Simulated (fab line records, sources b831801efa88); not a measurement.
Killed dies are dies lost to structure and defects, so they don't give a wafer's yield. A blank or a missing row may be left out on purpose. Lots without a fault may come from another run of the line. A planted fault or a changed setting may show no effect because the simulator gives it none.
Chamber matching | flow sfq_line | SFQ_TRILAYER_I7_DEP_PECVD_183 on pecvd-04: 3 sister chambers
The step deposits SiO2 from SiH4/N2O, time 111.11 s, target thk 500 nm. 3 wafers are shown with their chamber, then 7 later ones without.

WAFERS WITH THEIR CHAMBER
wafer  | chamber | throttle_valve_pct (%)
L362.1 | 2       | 24.6
L365.2 | 1       | 26.7
L365.5 | 0       | 23.5

WAFERS WITHOUT THEIR CHAMBER
wafer  | throttle_valve_pct (%)
L365.6 | 24.7
L368.2 | 23.6
L368.5 | 23.8
L368.6 | 26.8
L370.1 | 24.7
L370.3 | 26.7
L370.4 | 27.0

WHICH CHAMBER EACH WENT THROUGH
wafer  | from the rows above | in truth
L365.6 | 2                   | 2
L368.2 | 0                   | 0
L368.5 | 0                   | 0
L368.6 | 1                   | 1
L370.1 | 2                   | 2
L370.3 | 1                   | 1
L370.4 | 1                   | 1
Placed correctly: 7 of 7. Can't be placed from these rows: 0. Placed wrongly: 0.
How it was worked out, from the rows above alone: a wafer's distance from a chamber is the root of the sum, over the readings, of the square of ((its reading less the chamber's mean) divided by the reading's scatter). The wafer belongs to the nearest chamber; if the next one is less than 2 further off, it can't be placed. A chamber's mean is the mean of its shown wafers. The scatter: with one shown wafer a chamber, the root of the mean of the squares of how far each hidden wafer lies from its nearest shown one.
